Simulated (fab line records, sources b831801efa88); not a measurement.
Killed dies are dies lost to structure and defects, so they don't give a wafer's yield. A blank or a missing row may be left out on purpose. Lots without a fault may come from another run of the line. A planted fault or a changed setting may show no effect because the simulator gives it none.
fab line records | flow gf180mcu
record lots=5 wafers=15 last_day=34
route steps=602 shown M2@381 V2@382 M3@409
lots that met no fault: from a run of the same line without faults
start_h: hours from the record's first day to the start of the lot's first wafer shown | wait_h: hours since the lot's step before | " the same as in the row above | L1.1+2: a row that stands for several wafers | - no value, or no start given | * or withheld: withheld | < > ~ a bound
route shown NAME@n: a module of which the file shows steps, and the number in the route of the first | usual: mean/standard deviation of fault-free wafers | same: alike in all rows | chamber/n: place in a boat | sites: the reading at each site | _std_site: their standard deviation | _edge_site: outer sites' mean less inner sites' | radius_mm: how far each site lies from the wafer's centre | mask NAME#n: copy n | behind: the tool/chamber that last shaped the wafer | hold: why the lot was held/for how many hours/how that ended | device: the transistor (n, p or np) that didn't switch | end of line: the same wafers' tests at the end of the route | a step without rows: its recipe alone | killed: dies lost to structure and defects at the first sort, not the wafer's yield | map: a wafer's dies, x killed, . not, _ none there
set.NAME: the setting as run; set.NAME@STEP: as run at that earlier step | model.NAME: the simulator's own value behind a step, which no gauge read
lots at some steps of the route; a table a step, a row a wafer
services: from which hour (start_h, from the record's first day; less than 0 if before it) a tool's chamber was out of use, for how many hours, and why
## steps
# step GF_M2_CLEAN_19
# recipe chemistry=DIW dry=n2_spin
# columns lot.wafer tool chamber start_h wait_h
L075.1+3+5 wet_bench-01 3 434.02 0.0
L080.2+3+4 wet_bench-03 2 496.64 0.0
L085.2+4+5 wet_bench-04 1 551.93 0.0
L089.1+3+5 wet_bench-01 3 580.92 0.0
L096.1+2+6 wet_bench-01 2 617.50 0.0
# step GF_V2_CVD_00
# recipe material=SiO2 target_thk_nm=600 sigma_open_frac=0.3 temp_c=400 time_s=100 sih4_flow_sccm=60 pressure_mtorr=6
# columns lot.wafer tool chamber start_h wait_h
L075.1+3+5 hdpcvd-02 0,2,1 434.12 0.0
L080.2+3+4 hdpcvd-01 1,2,2 496.83 0.0
L085.2+4+5 hdpcvd-02 2,1,0 552.02 0.0
L089.1+3+5 hdpcvd-02 2,1,2 581.03 0.0
L096.1+2+6 hdpcvd-01 0,1,0 617.59 0.0
# step GF_V2_THK_MEAS_01
# recipe reads=SiO2_of_V2_CVD_00
# usual V2_CVD_00_THK=599/6
# columns lot.wafer tool chamber start_h wait_h V2_CVD_00_THK[nm]
L075.1 film_metro-03 - 434.19 0.0 614
L075.3 " - " " 605
L075.5 " - " " 610
L080.2 film_metro-01 - 496.91 0.0 588
L080.3 " - " " 606
L080.4 " - " " 599
L085.2 film_metro-01 - 552.11 0.0 591
L085.4 " - " " 596
L085.5 " - " " 597
L089.1 film_metro-01 - 581.11 0.0 601
L089.3 " - " " 605
L089.5 " - " " 603
L096.1 film_metro-04 - 617.67 0.0 591
L096.2 " - " " 593
L096.6 " - " " 588
# step GF_V2_CVD_02
# recipe material=SiO2 target_thk_nm=850 precursor=TEOS temp_c=400 time_s=94.851 rf_w=600
# usual heater_power_w=600/82
# columns lot.wafer tool chamber start_h wait_h heater_power_w
L075.1 pecvd-03 0 434.25 0.1 658
L075.3 " 1 " " 740
L075.5 " 2 " " 625
L080.2 pecvd-01 1 496.96 0.0 539
L080.3 " 0 " " 486
L080.4 " 1 " " 579
L085.2 pecvd-04 1 552.16 0.0 490
L085.4 " 1 " " 526
L085.5 " 1 " " 569
L089.1 pecvd-04 0 581.17 0.1 609
L089.3 " 0 " " 658
L089.5 " 0 " " 657
L096.1 pecvd-03 0 617.73 0.1 741
L096.2 " 2 " " 589
L096.6 " 0 " " 777
# step GF_V2_THK_MEAS_03
# recipe reads=SiO2_of_V2_CVD_02
# usual V2_CVD_02_THK=847/12
# columns lot.wafer tool chamber start_h wait_h V2_CVD_02_THK[nm]
L075.1 film_metro-01 - 434.32 0.0 861
L075.3 " - " " 831
L075.5 " - " " 858
L080.2 film_metro-03 - 497.04 0.0 845
L080.3 " - " " 847
L080.4 " - " " 869
L085.2 film_metro-04 - 552.27 0.1 836
L085.4 " - " " 849
L085.5 " - " " 859
L089.1 film_metro-04 - 581.27 0.1 832
L089.3 " - " " 860
L089.5 " - " " 847
L096.1 film_metro-01 - 617.79 0.0 841
L096.2 " - " " 847
L096.6 " - " " 856
# step GF_V2_CMP_04
# recipe material=SiO2 down_force_psi=4 platen_rpm=60 pad_velocity_m_s=0.94248
# usual motor_current_A=12.1/1 time_to_endpoint_s=78/5.4
# columns lot.wafer tool chamber start_h wait_h motor_current_A time_to_endpoint_s
L075.1 cmp-02 1 434.43 0.1 12.9 88
L075.3 " 3 " " 12.9 80
L075.5 " 1 " " 13.1 85
L080.3 cmp-02 2 497.14 0.1 13.2 79
L080.4 " 3 " " 12.3 91
L080.2 " 0 " " 13.3 80
L085.2 cmp-02 2 552.32 0.0 13.1 76
L085.4 " 3 " " 12.3 87
L085.5 " 2 " " 13.2 86
L089.3 cmp-01 0 581.43 0.1 11.8 83
L089.1 " 1 " " 10.2 72
L089.5 " 3 " " 10.4 76
L096.1 cmp-02 3 617.95 0.1 12.4 72
L096.2 " 0 " " 13.0 70
L096.6 " 1 " " 13.4 77
# step GF_V2_BOW_MEAS_05
# recipe mode=bow
# usual V2_BOW=98/7.3
# columns lot.wafer tool chamber start_h wait_h V2_BOW[um]
L075.1 film_metro-04 - 434.68 0.2 102
L075.3 " - " " 96
L075.5 " - " " 94
L080.2 film_metro-01 - 497.41 0.1 94
L080.3 " - " " 97
L080.4 " - " " 95
L085.2 film_metro-03 - 552.64 0.3 112
L085.4 " - " " 105
L085.5 " - " " 96
L089.1 film_metro-03 - 581.63 0.1 93
L089.3 " - " " 101
L089.5 " - " " 94
L096.1 film_metro-03 - 618.15 0.1 98
L096.2 " - " " 102
L096.6 " - " " 97
# step GF_V2_DEHYDRATE_06
# recipe temp_c=200 time_s=60
# usual chill_plate_temp_C=22.99/0.1
# columns lot.wafer tool chamber start_h wait_h chill_plate_temp_C
L075.1 litho_track-02 0 446.22 11.5 22.92
L075.3 " 0 " " 23.06
L075.5 " 0 " " 22.90
L080.2 litho_track-02 0 509.19 11.8 22.94
L080.3 " 0 " " 22.87
L080.4 " 0 " " 22.96
L085.2 litho_track-02 0 562.74 10.1 22.94
L085.4 " 0 " " 22.99
L085.5 " 0 " " 22.87
L089.1 litho_track-02 0 591.42 9.8 23.01
L089.3 " 0 " " 22.96
L089.5 " 0 " " 23.08
L096.1 litho_track-01 0 627.57 9.4 23.02
L096.2 " 0 " " 23.09
L096.6 " 0 " " 23.27
# step GF_V2_HMDS_07
# recipe prime_time_s=60 prime_temp_c=120
# usual chill_plate_temp_C=22.98/0.1
# columns lot.wafer tool chamber start_h wait_h chill_plate_temp_C
L075.1 litho_track-02 0 446.37 0.1 22.84
L075.3 " 0 " " 22.82
L075.5 " 0 " " 23.01
L080.2 litho_track-02 0 509.34 0.1 23.10
L080.3 " 0 " " 22.75
L080.4 " 0 " " 22.99
L085.2 litho_track-02 0 562.89 0.1 22.96
L085.4 " 0 " " 23.03
L085.5 " 0 " " 23.01
L089.1 litho_track-02 0 591.57 0.1 22.85
L089.3 " 0 " " 22.90
L089.5 " 0 " " 23.03
L096.1 litho_track-01 0 627.72 0.1 22.89
L096.2 " 0 " " 22.99
L096.6 " 0 " " 22.90
# step GF_V2_COAT_08
# recipe resist=BARC temp_c=withheld time_s=withheld spin_rpm=withheld resist_thk_nm=withheld
# usual chill_plate_temp_C=*
# columns lot.wafer tool chamber start_h wait_h chill_plate_temp_C
L075.1 litho_track-02 0 446.52 0.1 *
L075.3 " 0 " " *
L075.5 " 0 " " *
L080.2 litho_track-02 0 509.49 0.1 *
L080.3 " 0 " " *
L080.4 " 0 " " *
L085.2 litho_track-02 0 563.04 0.1 *
L085.4 " 0 " " *
L085.5 " 0 " " *
L089.1 litho_track-02 0 591.72 0.1 *
L089.3 " 0 " " *
L089.5 " 0 " " *
L096.1 litho_track-01 0 627.87 0.1 *
L096.2 " 0 " " *
L096.6 " 0 " " *
# step GF_V2_COAT_09
# recipe resist=KrF spin_rpm=withheld resist_thk_nm=1000
# usual chill_plate_temp_C=23.00/0.11
# columns lot.wafer tool chamber start_h wait_h chill_plate_temp_C
L075.1 litho_track-02 0 - - 23.02
L075.3 " 0 " " 22.88
L075.5 " 0 " " 23.02
L080.2 litho_track-02 0 - - 23.14
L080.3 " 0 " " 23.17
L080.4 " 0 " " 22.97
L085.2 litho_track-02 0 - - 22.95
L085.4 " 0 " " 22.93
L085.5 " 0 " " 23.13
L089.1 litho_track-02 0 - - 22.99
L089.3 " 0 " " 23.02
L089.5 " 0 " " 23.07
L096.1 litho_track-01 0 - - 23.07
L096.2 " 0 " " 23.26
L096.6 " 0 " " 23.06
# step GF_V2_SOFTBAKE_10
# recipe temp_c=130 time_s=60 resist=KrF
# usual chill_plate_temp_C=23.02/0.096
# columns lot.wafer tool chamber start_h wait_h chill_plate_temp_C
L075.1 litho_track-02 0 - - 22.95
L075.3 " 0 " " 23.01
L075.5 " 0 " " 22.97
L080.2 litho_track-02 0 - - 22.84
L080.3 " 0 " " 23.03
L080.4 " 0 " " 22.93
L085.2 litho_track-02 0 - - 23.01
L085.4 " 0 " " 23.02
L085.5 " 0 " " 22.84
L089.1 litho_track-02 0 - - 23.00
L089.3 " 0 " " 22.96
L089.5 " 0 " " 22.80
L096.1 litho_track-01 0 - - 23.09
L096.2 " 0 " " 22.93
L096.6 " 0 " " 23.08
# step GF_V2_EXPOSE_11
# recipe mask_id=Via2 target_cd_nm=260 na=0.68 source_shape=conventional sigma_outer=0.6 dose_mj=38
# same na=0.68
# columns lot.wafer tool chamber start_h wait_h mask
L075.1+3+5 krf_scanner-02 0 - - Via2#0
L080.2+3+4 krf_scanner-01 0 - - Via2#0
L085.2+4+5 krf_scanner-02 0 - - Via2#0
L089.1+3+5 krf_scanner-01 0 - - Via2#0
L096.1+2+6 krf_scanner-02 0 - - Via2#0
# step GF_V2_PEB_12
# recipe peb_temp_c=135 peb_time_s=90 resist=KrF
# usual chill_plate_temp_C=22.97/0.095
# columns lot.wafer tool chamber start_h wait_h chill_plate_temp_C
L075.1 litho_track-02 0 - - 22.95
L075.3 " 0 " " 22.96
L075.5 " 0 " " 23.12
L080.2 litho_track-03 0 - - 22.83
L080.3 " 0 " " 22.95
L080.4 " 0 " " 22.88
L085.2 litho_track-02 0 - - 22.96
L085.4 " 0 " " 23.00
L085.5 " 0 " " 23.04
L089.1 litho_track-03 0 - - 22.93
L089.3 " 0 " " 22.98
L089.5 " 0 " " 22.95
L096.1 litho_track-01 0 - - 22.96
L096.2 " 0 " " 23.00
L096.6 " 0 " " 23.03
# step GF_V2_DEVELOP_13
# recipe develop_time_s=60 resist=KrF dev_temp_c=21
# usual chill_plate_temp_C=23.01/0.12
# same develop_time_s=60
# columns lot.wafer tool chamber start_h wait_h chill_plate_temp_C
L075.1 litho_track-02 0 459.12 0.2 23.31
L075.3 " 0 " " 23.25
L075.5 " 0 " " 23.26
L080.2 litho_track-03 0 519.86 0.2 22.95
L080.3 " 0 " " 23.11
L080.4 " 0 " " 22.77
L085.2 litho_track-02 0 574.44 0.2 23.01
L085.4 " 0 " " 23.03
L085.5 " 0 " " 22.99
L089.1 litho_track-03 0 603.33 0.2 23.17
L089.3 " 0 " " 23.05
L089.5 " 0 " " 22.97
L096.1 litho_track-01 0 637.92 0.2 22.92
L096.2 " 0 " " 22.92
L096.6 " 0 " " 22.88
# step GF_V2_CD_MEAS_14
# recipe target_cd_nm=260
# usual cd_nm=259.6/1.6
# columns lot.wafer tool chamber start_h wait_h cd_nm
L075.1 cd_sem-01 - 459.27 0.1 257.2
L075.3 " - " " 257.4
L075.5 " - " " 256.4
L080.2 cd_sem-02 - 520.00 0.1 260.8
L080.3 " - " " 262.1
L080.4 " - " " 261.9
L085.2 cd_sem-01 - 574.59 0.1 257.8
L085.4 " - " " 259.0
L085.5 " - " " 259.2
L089.1 cd_sem-01 - 603.48 0.1 260.2
L089.3 " - " " 260.4
L089.5 " - " " 260.3
L096.1 cd_sem-02 - 638.07 0.1 260.4
L096.2 " - " " 261.0
L096.6 " - " " 260.8
# step GF_V2_OVL_MEAS_15
# usual V2_OVL=0/5.1
# columns lot.wafer tool chamber start_h wait_h V2_OVL[nm]
L075.1 overlay-01 - 459.39 0.1 -5
L075.3 " - " " -4
L075.5 " - " " 2
L080.2 overlay-01 - 520.11 0.1 5
L080.3 " - " " -1
L080.4 " - " " 6
L085.2 overlay-02 - 574.69 0.1 -3
L085.4 " - " " -1
L085.5 " - " " 13
L089.1 overlay-01 - 603.60 0.1 3
L089.3 " - " " -1
L089.5 " - " " -1
L096.1 overlay-01 - 638.19 0.1 -1
L096.2 " - " " -4
L096.6 " - " " -3
# step GF_V2_ETCH_16
# recipe chemistry=N2/H2 target_depth_a=withheld overetch_a=withheld time_s=withheld target=BARC ion_energy_ev=200 source_w=500 bias_w=100 pressure_mtorr=30 n2_flow_sccm=100 h2_flow_sccm=200
# usual drypump_motor_current_A=5.8/0.63 oes_product_au=0.855/0.0042 throttle_valve_pct=13.225/0.0095
# columns lot.wafer tool chamber start_h wait_h drypump_motor_current_A oes_product_au throttle_valve_pct
L075.1 rie_diel-02 1 459.42 0.0 6.2 0.853 13.224
L075.3 " 3 " " 6.6 0.860 13.221
L075.5 " 1 " " 6.2 0.848 13.229
L080.2 rie_diel-04 3 520.14 0.0 4.7 0.854 13.217
L080.3 " 0 " " 6.1 0.853 13.217
L080.4 " 1 " " 5.6 0.856 13.233
L085.2 rie_diel-02 2 574.72 0.0 5.5 0.863 13.226
L085.4 " 3 " " 6.6 0.858 13.240
L085.5 " 0 " " 6.4 0.848 13.235
L089.1 rie_diel-04 0 603.64 0.0 6.2 0.861 13.230
L089.3 " 2 " " 6.5 0.856 13.216
L089.5 " 2 " " 6.5 0.849 13.211
L096.1 rie_diel-02 3 638.22 0.0 6.6 0.853 13.219
L096.2 " 2 " " 5.4 0.853 13.218
L096.6 " 2 " " 5.4 0.852 13.217
# step GF_V2_ETCH_17
# recipe chemistry=C4F8/O2/Ar mask_material=KrF target=SiO2 stop_on=TiN source_w=1500 bias_w=1200 pressure_mtorr=40 c4f8_flow_sccm=withheld O2_flow_sccm=6 Ar_flow_sccm=300 time_s=withheld target_depth_a=6300
# usual oes_product_au=0.855/0.0043
# columns lot.wafer tool chamber start_h wait_h oes_product_au
L075.1 rie_diel-02 1 - - 0.852
L075.3 " 3 " " 0.859
L075.5 " 1 " " 0.858
L080.2 rie_diel-04 3 - - 0.856
L080.3 " 0 " " 0.857
L080.4 " 1 " " 0.852
L085.2 rie_diel-02 2 - - 0.858
L085.4 " 3 " " 0.854
L085.5 " 0 " " 0.854
L089.1 rie_diel-04 0 - - 0.855
L089.3 " 2 " " 0.856
L089.5 " 2 " " 0.858
L096.1 rie_diel-02 3 - - 0.855
L096.2 " 2 " " 0.859
L096.6 " 2 " " 0.861
# step GF_V2_STRIP_18
# recipe chemistry=O2/N2 power_w=1400 pressure_mtorr=1500 platen_temp_c=250 o2_flow_sccm=3000 n2_flow_sccm=300 overash_fraction=0.5
# usual drypump_motor_current_A=5.44/0.14 heater_power_w=317/25 o2_flow_sccm=2999/8.7 oes_product_au=0.593/0.0052
# columns lot.wafer tool chamber start_h wait_h drypump_motor_current_A heater_power_w o2_flow_sccm oes_product_au rf_hours_counter_h
L075.1 plasma_asher-03 1 459.55 - 5.58 318 3008 0.592 83
L075.3 " 0 " " 5.18 365 3002 0.589 -
L075.5 " 1 " " 5.56 317 3009 0.590 -
L080.2 plasma_asher-02 1 520.27 - 5.36 313 3002 0.587 9
L080.3 " 0 " " 5.44 326 2993 0.593 -
L080.4 " 1 " " 5.37 317 3006 0.597 -
L085.2 plasma_asher-03 0 574.85 - 5.21 354 2999 0.586 96
L085.4 " 0 " " 5.20 352 2977 0.595 -
L085.5 " 1 " " 5.58 316 2997 0.590 -
L089.1 plasma_asher-04 1 603.76 - 5.40 302 2992 0.593 46
L089.3 " 0 " " 5.63 281 2986 0.594 -
L089.5 " 0 " " 5.66 278 2987 0.587 -
L096.1 plasma_asher-04 0 638.35 - 5.62 280 3003 0.585 51
L096.2 " 1 " " 5.40 315 3012 0.576 51
L096.6 " 1 " " 5.39 309 3013 0.584 -
# step GF_V2_STRIP_19
# recipe chemistry=post_etch_residue_remover time_s=1200 temp_c=72.5
# columns lot.wafer tool chamber start_h wait_h
L075.1+3+5 wet_bench-03 3 459.65 0.1
L080.2+3+4 wet_bench-02 0 520.37 0.1
L085.2+4+5 wet_bench-01 3 574.95 0.1
L089.1+3+5 wet_bench-02 3 603.86 0.1
L096.1+2+6 wet_bench-01 2 638.45 0.1
# step GF_V2_CLEAN_20
# recipe chemistry=DIW dry=n2_spin
# columns lot.wafer tool chamber start_h wait_h
L075.1+3+5 wet_bench-01 1 460.03 0.0
L080.2+3+4 wet_bench-03 3 520.71 0.0
L085.2+4+5 wet_bench-03 0 575.29 0.0
L089.1+3+5 wet_bench-03 0 604.21 0.0
L096.1+2+6 wet_bench-03 3 638.79 0.0
# step GF_V2_SPUTTER_21
# recipe material=Ti target_thk_nm=15 chamber_pressure_pa=5 power_w=2500 substrate_temp_c=200 time_s=80.02
# usual throttle_valve_pct=29.9/1.3
# columns lot.wafer tool chamber start_h wait_h throttle_valve_pct
L075.1 pvd_sputter-03 - 460.12 0.0 29.5
L075.3 " - " " 29.8
L075.5 " - " " 29.2
L080.2 pvd_sputter-04 - 520.89 0.0 30.6
L080.3 " - " " 30.7
L080.4 " - " " 29.6
L085.2 pvd_sputter-03 - 575.39 0.0 30.0
L085.4 " - " " 32.0
L085.5 " - " " 27.1
L089.1 pvd_sputter-03 - 604.30 0.0 27.2
L089.3 " - " " 29.9
L089.5 " - " " 29.4
L096.1 pvd_sputter-04 - 638.89 0.0 29.4
L096.2 " - " " 30.6
L096.6 " - " " 29.4
# step GF_V2_SPUTTER_22
# recipe material=TiN target_thk_nm=10 chamber_pressure_pa=5 power_w=4000 time_s=40
# usual throttle_valve_pct=29.9/1.3
# columns lot.wafer tool chamber start_h wait_h throttle_valve_pct
L075.1 pvd_sputter-03 - 460.18 0.0 29.4
L075.3 " - " " 29.9
L075.5 " - " " 29.3
L080.2 pvd_sputter-04 - 520.95 0.0 30.4
L080.3 " - " " 30.7
L080.4 " - " " 29.3
L085.2 pvd_sputter-03 - 575.45 0.0 30.2
L085.4 " - " " 32.1
L085.5 " - " " 27.0
L089.1 pvd_sputter-03 - 604.36 0.0 27.1
L089.3 " - " " 30.0
L089.5 " - " " 29.7
L096.1 pvd_sputter-04 - 638.95 0.0 29.6
L096.2 " - " " 30.5
L096.6 " - " " 29.5
# step GF_V2_CVD_23
# recipe material=W target_thk_nm=350 time_s=104.94 temp_c=400 pressure_torr=40
# usual heater_power_w=897/98
# columns lot.wafer tool chamber start_h wait_h heater_power_w
L075.1 cvd_w-01 0 460.22 0.0 965
L075.3 " 0 " " 942
L075.5 " 1 " " 872
L080.2 cvd_w-01 0 520.99 0.0 964
L080.3 " 0 " " 951
L080.4 " 1 " " 861
L085.2 cvd_w-02 1 575.49 0.0 1007
L085.4 " 0 " " 765
L085.5 " 1 " " 1008
L089.1 cvd_w-01 1 604.40 0.0 878
L089.3 " 0 " " 972
L089.5 " 1 " " 886
L096.1 cvd_w-01 1 638.99 0.0 855
L096.2 " 0 " " 961
L096.6 " 1 " " 884
# step GF_V2_RS_MEAS_24
# recipe thk_meas_gauge=four-point-probe reads=W_of_V2_CVD_23+TiN_of_V2_SPUTTER_22+Ti_of_V2_SPUTTER_21
# usual V2_W_RS=0.330/0.0042
# columns lot.wafer tool chamber start_h wait_h V2_W_RS[ohm/sq]
L075.1 film_metro-01 - 460.33 0.1 0.328
L075.3 " - " " 0.324
L075.5 " - " " 0.325
L080.2 film_metro-01 - 521.12 0.1 0.324
L080.3 " - " " 0.323
L080.4 " - " " 0.329
L085.2 film_metro-03 - 575.63 0.1 0.331
L085.4 " - " " 0.333
L085.5 " - " " 0.329
L089.1 film_metro-03 - 604.51 0.1 0.332
L089.3 " - " " 0.329
L089.5 " - " " 0.329
L096.1 film_metro-03 - 639.11 0.1 0.333
L096.2 " - " " 0.331
L096.6 " - " " 0.331
# step GF_V2_THK_MEAS_25
# recipe thk_meas_gauge=xrf reads=W_of_V2_CVD_23
# usual V2_W_THK=342/4.8
# columns lot.wafer tool chamber start_h wait_h V2_W_THK[nm]
L075.1 film_metro-01 - 460.45 0.1 348
L075.3 " - " " 349
L075.5 " - " " 350
L080.2 film_metro-01 - 521.23 0.1 351
L080.3 " - " " 352
L080.4 " - " " 345
L085.2 film_metro-03 - 575.74 0.1 340
L085.4 " - " " 340
L085.5 " - " " 345
L089.1 film_metro-03 - 604.63 0.1 334
L089.3 " - " " 336
L089.5 " - " " 336
L096.1 film_metro-03 - 639.23 0.1 335
L096.2 " - " " 339
L096.6 " - " " 339
# step GF_V2_CMP_26
# recipe stop_on=SiO2 down_force_psi=3.5 platen_rpm=60 t_overpolish_s=15 target_thk_nm=0 pad_velocity_m_s=0.94248
# usual motor_current_A=11.2/0.97 overpolish_run_s=15.000/0.0091 time_to_endpoint_s=82/3.2
# columns lot.wafer tool chamber start_h wait_h motor_current_A overpolish_run_s time_to_endpoint_s
L075.3 cmp-02 2 460.56 0.1 11.7 15.002 82
L075.1 " 3 " " 11.1 15.001 83
L075.5 " 1 " " 12.3 14.988 81
L080.2 cmp-02 3 521.28 0.0 10.9 15.016 85
L080.3 " 0 " " 11.8 15.018 78
L080.4 " 1 " " 12.4 15.020 78
L085.2 cmp-01 2 575.79 0.0 10.8 14.997 85
L085.4 " 3 " " 9.0 14.999 81
L085.5 " 2 " " 11.3 14.992 86
L089.3 cmp-02 1 604.69 0.0 12.2 15.007 80
L089.1 " 0 " " 12.1 15.006 79
L089.5 " 1 " " 12.5 14.981 81
L096.2 cmp-02 3 639.39 0.1 11.3 14.999 85
L096.1 " 0 " " 11.9 15.002 81
L096.6 " 1 " " 11.8 15.018 81
# step GF_M3_SPUTTER_00
# recipe material=Ti target_thk_nm=37.5 arriving_ion_energy_ev=80 substrate_temp_c=200 chamber_pressure_pa=2 power_w=4000 time_s=150
# usual throttle_valve_pct=29.4/1.3
# columns lot.wafer tool chamber start_h wait_h throttle_valve_pct
L075.1 pvd_sputter-01 - 460.81 0.1 29.6
L075.3 " - " " 31.2
L075.5 " - " " 29.6
L080.2 pvd_sputter-03 - 521.58 0.2 27.4
L080.3 " - " " 30.1
L080.4 " - " " 26.9
L085.2 pvd_sputter-01 - 576.09 0.2 28.9
L085.4 " - " " 28.6
L085.5 " - " " 29.4
L089.1 pvd_sputter-01 - 604.99 0.1 29.0
L089.3 " - " " 30.8
L089.5 " - " " 29.5
L096.1 pvd_sputter-03 - 639.59 0.1 29.6
L096.2 " - " " 27.0
L096.6 " - " " 29.4
# step GF_M3_SPUTTER_01
# recipe material=TiN target_thk_nm=30 power_w=6500 time_s=25 chamber_pressure_pa=0.4
# usual throttle_valve_pct=29.4/1.3
# columns lot.wafer tool chamber start_h wait_h throttle_valve_pct
L075.1 pvd_sputter-01 - 460.91 0.1 29.4
L075.3 " - " " 30.6
L075.5 " - " " 29.7
L080.2 pvd_sputter-03 - 521.68 0.1 27.1
L080.3 " - " " 29.9
L080.4 " - " " 26.8
L085.2 pvd_sputter-01 - 576.19 0.1 28.9
L085.4 " - " " 28.9
L085.5 " - " " 29.6
L089.1 pvd_sputter-01 - 605.09 0.1 28.9
L089.3 " - " " 30.9
L089.5 " - " " 29.5
L096.1 pvd_sputter-03 - 639.69 0.1 29.3
L096.2 " - " " 27.2
L096.6 " - " " 29.2
# step GF_M3_SPUTTER_02
# recipe material=AlCu target_thk_nm=450 power_w=10600 time_s=23.9 chamber_pressure_pa=0.4
# usual throttle_valve_pct=29.4/1.3
# columns lot.wafer tool chamber start_h wait_h throttle_valve_pct
L075.1 pvd_sputter-01 - 460.94 0.0 29.4
L075.3 " - " " 30.7
L075.5 " - " " 29.5
L080.2 pvd_sputter-03 - 521.71 0.0 26.9
L080.3 " - " " 29.9
L080.4 " - " " 27.2
L085.2 pvd_sputter-01 - 576.22 0.0 29.0
L085.4 " - " " 28.8
L085.5 " - " " 29.6
L089.1 pvd_sputter-01 - 605.12 0.0 29.1
L089.3 " - " " 30.7
L089.5 " - " " 29.5
L096.1 pvd_sputter-03 - 639.72 0.0 29.5
L096.2 " - " " 27.2
L096.6 " - " " 29.4
# step GF_M3_SPUTTER_03
# recipe material=Ti target_thk_nm=10 substrate_temp_c=300 chamber_pressure_pa=0.3 power_w=3000 time_s=6.7
# usual throttle_valve_pct=29.4/1.3
# columns lot.wafer tool chamber start_h wait_h throttle_valve_pct
L075.1 pvd_sputter-01 - 460.97 0.0 29.6
L075.3 " - " " 30.8
L075.5 " - " " 29.6
L080.2 pvd_sputter-03 - 521.74 0.0 26.8
L080.3 " - " " 29.9
L080.4 " - " " 27.1
L085.2 pvd_sputter-01 - 576.25 0.0 28.8
L085.4 " - " " 28.7
L085.5 " - " " 29.5
L089.1 pvd_sputter-01 - 605.15 0.0 28.9
L089.3 " - " " 31.1
L089.5 " - " " 29.6
L096.1 pvd_sputter-03 - 639.75 0.0 29.4
L096.2 " - " " 27.2
L096.6 " - " " 29.6
# step GF_M3_SPUTTER_04
# recipe material=TiN target_thk_nm=50 power_w=6500 time_s=41.7 chamber_pressure_pa=0.4
# usual throttle_valve_pct=29.4/1.3
# columns lot.wafer tool chamber start_h wait_h throttle_valve_pct
L075.1 pvd_sputter-01 - 460.99 0.0 29.6
L075.3 " - " " 31.2
L075.5 " - " " 29.3
L080.2 pvd_sputter-03 - 521.76 0.0 27.2
L080.3 " - " " 30.1
L080.4 " - " " 27.3
L085.2 pvd_sputter-01 - 576.27 0.0 28.9
L085.4 " - " " 29.0
L085.5 " - " " 29.6
L089.1 pvd_sputter-01 - 605.17 0.0 28.8
L089.3 " - " " 30.7
L089.5 " - " " 29.3
L096.1 pvd_sputter-03 - 639.77 0.0 29.7
L096.2 " - " " 26.9
L096.6 " - " " 29.3
# step GF_M3_RS_MEAS_05
# recipe thk_meas_gauge=four-point-probe reads=TiN_of_M3_SPUTTER_04+Ti_of_M3_SPUTTER_03+AlCu_of_M3_SPUTTER_02+TiN_of_M3_SPUTTER_01+Ti_of_M3_SPUTTER_00
# usual M3_ALCU_RS=0.0696/0.00069
# columns lot.wafer tool chamber start_h wait_h M3_ALCU_RS[ohm/sq]
L075.1 film_metro-03 - 461.03 0.0 0.0692
L075.3 " - " " 0.0689
L075.5 " - " " 0.0689
L080.2 film_metro-03 - 521.82 0.0 0.0701
L080.3 " - " " 0.0698
L080.4 " - " " 0.0705
L085.2 film_metro-04 - 576.33 0.0 0.0709
L085.4 " - " " 0.0711
L085.5 " - " " 0.0696
L089.1 film_metro-03 - 605.21 0.0 0.0709
L089.3 " - " " 0.0694
L089.5 " - " " 0.0689
L096.1 film_metro-04 - 639.81 0.0 0.0694
L096.2 " - " " 0.0695
L096.6 " - " " 0.0691
# step GF_M3_THK_MEAS_06
# recipe thk_meas_gauge=xrf reads=AlCu_of_M3_SPUTTER_02
# usual M3_ALCU_THK=445/5.6
# columns lot.wafer tool chamber start_h wait_h M3_ALCU_THK[nm]
L075.1 film_metro-03 - 461.15 0.1 455
L075.3 " - " " 456
L075.5 " - " " 458
L080.2 film_metro-03 - 521.93 0.1 443
L080.3 " - " " 446
L080.4 " - " " 443
L085.2 film_metro-04 - 576.44 0.1 433
L085.4 " - " " 431
L085.5 " - " " 440
L089.1 film_metro-03 - 605.33 0.1 438
L089.3 " - " " 448
L089.5 " - " " 451
L096.1 film_metro-04 - 639.93 0.1 441
L096.2 " - " " 437
L096.6 " - " " 439
# step GF_M3_DEHYDRATE_07
# recipe temp_c=200 time_s=60
# usual chill_plate_temp_C=23.02/0.096
# columns lot.wafer tool chamber start_h wait_h chill_plate_temp_C
L075.1 litho_track-01 0 471.87 10.7 22.95
L075.3 " 0 " " 22.86
L075.5 " 0 " " 23.20
L080.2 litho_track-02 0 533.49 11.5 23.01
L080.3 " 0 " " 22.89
L080.4 " 0 " " 23.09
L085.2 litho_track-04 0 586.00 9.6 22.90
L085.4 " 0 " " 23.05
L085.5 " 0 " " 23.04
L089.1 litho_track-02 0 614.87 9.5 22.97
L089.3 " 0 " " 23.18
L089.5 " 0 " " 23.03
L096.1 litho_track-04 0 649.42 9.5 23.13
L096.2 " 0 " " 23.03
L096.6 " 0 " " 23.09
# step GF_M3_HMDS_08
# recipe prime_time_s=60 prime_temp_c=120
# usual chill_plate_temp_C=23.00/0.11
# columns lot.wafer tool chamber start_h wait_h chill_plate_temp_C
L075.1 litho_track-01 0 472.02 0.1 22.93
L075.3 " 0 " " 22.91
L075.5 " 0 " " 23.07
L080.2 litho_track-02 0 533.64 0.1 22.98
L080.3 " 0 " " 23.12
L080.4 " 0 " " 23.02
L085.2 litho_track-04 0 586.15 0.1 23.09
L085.4 " 0 " " 22.89
L085.5 " 0 " " 22.71
L089.1 litho_track-02 0 615.02 0.1 22.96
L089.3 " 0 " " 22.96
L089.5 " 0 " " 22.99
L096.1 litho_track-04 0 649.57 0.1 23.14
L096.2 " 0 " " 23.05
L096.6 " 0 " " 23.04
## services
# columns tool chamber start_h hours kind
cmp-02 - 414.04 2.6 repair
cvd_w-01 1 415.09 20.2 repair
pvd_sputter-04 - 425.58 45.5 repair
rie_diel-04 2 431.26 4.4 repair
cvd_w-01 - 437.18 0.3 repair
rie_diel-04 - 444.51 1.0 repair
rie_diel-04 0 450.01 1.3 repair
rie_diel-04 2 485.50 11.8 repair
cvd_w-01 0 487.12 3.8 repair
cvd_w-01 - 497.81 0.3 repair
rie_diel-04 1 520.59 3.4 repair
rie_diel-02 2 546.67 3.7 repair
cmp-02 - 572.00 4.0 pm
cmp-02 - 576.00 3.5 pm
rie_diel-02 3 590.50 6.5 repair
rie_diel-02 1 604.13 132.0 repair
rie_diel-02 - 617.15 2.8 pm
pvd_sputter-01 - 618.09 3.5 repair
pvd_sputter-01 - 618.23 0.8 repair
cmp-02 - 618.41 4.5 pm
pvd_sputter-03 - 619.77 1.1 repair
rie_diel-02 - 623.91 1.5 repair
pvd_sputter-01 - 633.40 8.5 repair
cmp-02 - 643.33 0.4 repair
## key
fault none
